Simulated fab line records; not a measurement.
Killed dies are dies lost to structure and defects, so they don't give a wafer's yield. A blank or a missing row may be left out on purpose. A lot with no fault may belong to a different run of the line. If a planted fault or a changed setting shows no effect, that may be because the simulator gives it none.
A struck lot beside a sound one | flow gf180mcu | 31 out of 602 route steps
Sound: these wafers, L987.3, L987.4, L987.6. Wafers L992.1, L992.4, L992.6 were the ones struck. The cause is named last.
Each step with rows lists, per side, the tool, then ch with its chambers, then its first start. Under that, the readings that differ: sound wafers | struck wafers | difference of the means | sigmas: that difference in standard deviations of wafers without a fault.
alike: readings whose means differ by less than 2 such deviations, and words and numbers that are the same on both sides. not compared: withheld readings, readings that some wafer has no value for, bounds like >300 that may hide the same value, and numbers for which the record gives no deviation and whose values overlap.
The two part at a step that has a row with sigmas, a row that says differs or no value, or rows on one side only. When numbers do not overlap yet have no deviation, they are printed without sigmas and do not part them. A reading that every wafer of one side lacks parts them only if that side has two wafers or more.

first, 1 step without rows for these wafers: GF_HV_LDD_CVD_56 (deposits Si3N4 from DCS/NH3, target thk 90 nm, time 1543 s).
GF_HV_LDD_THK_MEAS_57:
  sound on film metro-02 at day 13 05:35; struck on film metro-02 at day 14 19:25
  alike: HV_LDD_CVD_56_THK
GF_HV_LDD_ETCHBACK_58: etches Si3N4 in CH3F/O2, stops on SiO2, time 100 s, target depth 90 nm.
  sound on rie diel-04 ch 1,2, day 13 05:39; struck on rie diel-03 ch 0,1, day 14 19:28
  alike: drypump motor current A, oes product au, throttle valve pct
  not compared: rf hours counter h
then, 7 steps without rows for these wafers: GF_NSD_DEHYDRATE_00 (time 60 s); GF_NSD_HMDS_01 (prime time 60 s); GF_NSD_COAT_02 (resist thk 1000 nm); GF_NSD_SOFTBAKE_03 (time 60 s); GF_NSD_EXPOSE_04 (exposes mask Nplus, target cd 400 nm); GF_NSD_PEB_05; GF_NSD_DEVELOP_06 (develop time 60 s).
GF_NSD_CD_MEAS_07 targets a cd of 400 nm.
  sound on cd sem-01 at day 14 01:44; struck on cd sem-02 at day 15 16:12
  alike: cd nm
GF_NSD_OVL_MEAS_08:
  sound on overlay-02 at day 14 01:50; struck on overlay-01 at day 15 16:19
  alike: NSD_OVL
GF_NSD_IMPLANT_09:
  sound on implanter-02 ch 0, day 14 01:54; struck on implanter-04 ch 0, day 15 16:22
  reading                   | sound                | struck               | difference | sigmas
  beam energy keV           | 59.978 60.031 59.987 | 41.642 41.640 41.658 | -18.352    | -99 or more
  model.implant.rp nm (nm)  | 36.46 36.46 36.46    | 27.23 27.23 27.23    | -9.23      |
  model.implant.drp nm (nm) | 16.15 16.15 16.15    | 12.29 12.29 12.29    | -3.86      |
after that, 1 step had no rows for these wafers: GF_NSD_IMPLANT_10.
GF_NSD_STRIP_11: strips in O2/N2.
  sound on plasma asher-03 ch 0,1, day 14 02:11; struck on plasma asher-01 ch 0,1, day 15 16:40
  reading                      | sound             | struck            | difference | sigmas
  oes product au (a.u.)        | 0.482 0.482 0.481 | 0.517 0.513 0.519 | +0.035     | +8
  strip time to endpoint s (s) | 22.93 22.97 22.96 | 20.53 20.58 20.55 | -2.40      | -63
  alike: drypump motor current A, heater power w, platen temp c
  not compared: rf hours counter h
GF_NSD_TW_MEAS_12:
  sound on film metro-02 at day 14 02:16; struck on film metro-03 at day 15 17:01
  reading | sound          | struck         | difference | sigmas
  NSD_TW  | 4312 4298 4300 | 4058 4069 4074 | -236       | -5
  not compared: hold
then, 6 steps without rows for these wafers: GF_PSD_HMDS_01 (prime time 60 s); GF_PSD_COAT_02 (resist thk 1000 nm); GF_PSD_SOFTBAKE_03 (time 60 s); GF_PSD_EXPOSE_04 (exposes mask Pplus, target cd 400 nm); GF_PSD_PEB_05; GF_PSD_DEVELOP_06 (develop time 60 s).
GF_PSD_CD_MEAS_07 targets a cd of 400 nm.
  sound on cd sem-01 at day 14 23:10; struck on cd sem-01 at day 16 14:44
  alike: cd nm
GF_PSD_OVL_MEAS_08:
  sound on overlay-01 at day 14 23:16; struck on overlay-02 at day 16 14:51
  alike: PSD_OVL
after that, 1 step had no rows for these wafers: GF_PSD_IMPLANT_09.
GF_PSD_STRIP_10: strips in O2/N2.
  sound on plasma asher-01 ch 0,1, day 14 23:28; struck on plasma asher-03 ch 0,1, day 16 15:02
  reading                      | sound             | struck            | difference | sigmas
  strip time to endpoint s (s) | 16.57 16.56 16.57 | 16.47 16.49 16.49 | -0.08      | -2
  alike: drypump motor current A, heater power w, oes product au, platen temp c
  not compared: rf hours counter h
GF_PSD_TW_MEAS_11:
  sound on film metro-03 at day 14 23:34; struck on film metro-04 at day 16 15:08
  alike: PSD_TW
then, 1 step without rows for these wafers: GF_PSD_CLEAN_12 (cleans in SC1/SC2, time 150 s).
GF_PSD_RTA_13: time 20 s.
  sound on rtp anneal-02 ch 0, day 14 23:41; struck on rtp anneal-01 ch 0, day 16 15:15
  reading            | sound          | struck         | difference | sigmas
  lamp power pct (%) | 32.4 32.4 32.4 | 34.4 34.4 34.4 | +2.0       | +2
  alike: wafer_temp_C_max
GF_PSD_RS_MEAS_14: uses a four-point probe to measure.
  sound on film metro-04 at day 14 23:46; struck on film metro-03 at day 16 15:37
  reading         | sound             | struck            | difference | sigmas
  NSD_RS (ohm/sq) | 46.18 46.17 46.14 | 51.38 51.28 51.35 | +5.17      | +59
  not compared: hold
after that, 1 step had no rows for these wafers: GF_PASSIVATION_PROBE_99.

WHERE THEY PART
Last at GF_PSD_RS_MEAS_14 as far as this record goes, first at GF_NSD_IMPLANT_09.

WHY: what the simulator had put in
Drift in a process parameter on implanter-04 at GF_NSD_IMPLANT_09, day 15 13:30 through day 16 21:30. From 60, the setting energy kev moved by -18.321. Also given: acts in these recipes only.
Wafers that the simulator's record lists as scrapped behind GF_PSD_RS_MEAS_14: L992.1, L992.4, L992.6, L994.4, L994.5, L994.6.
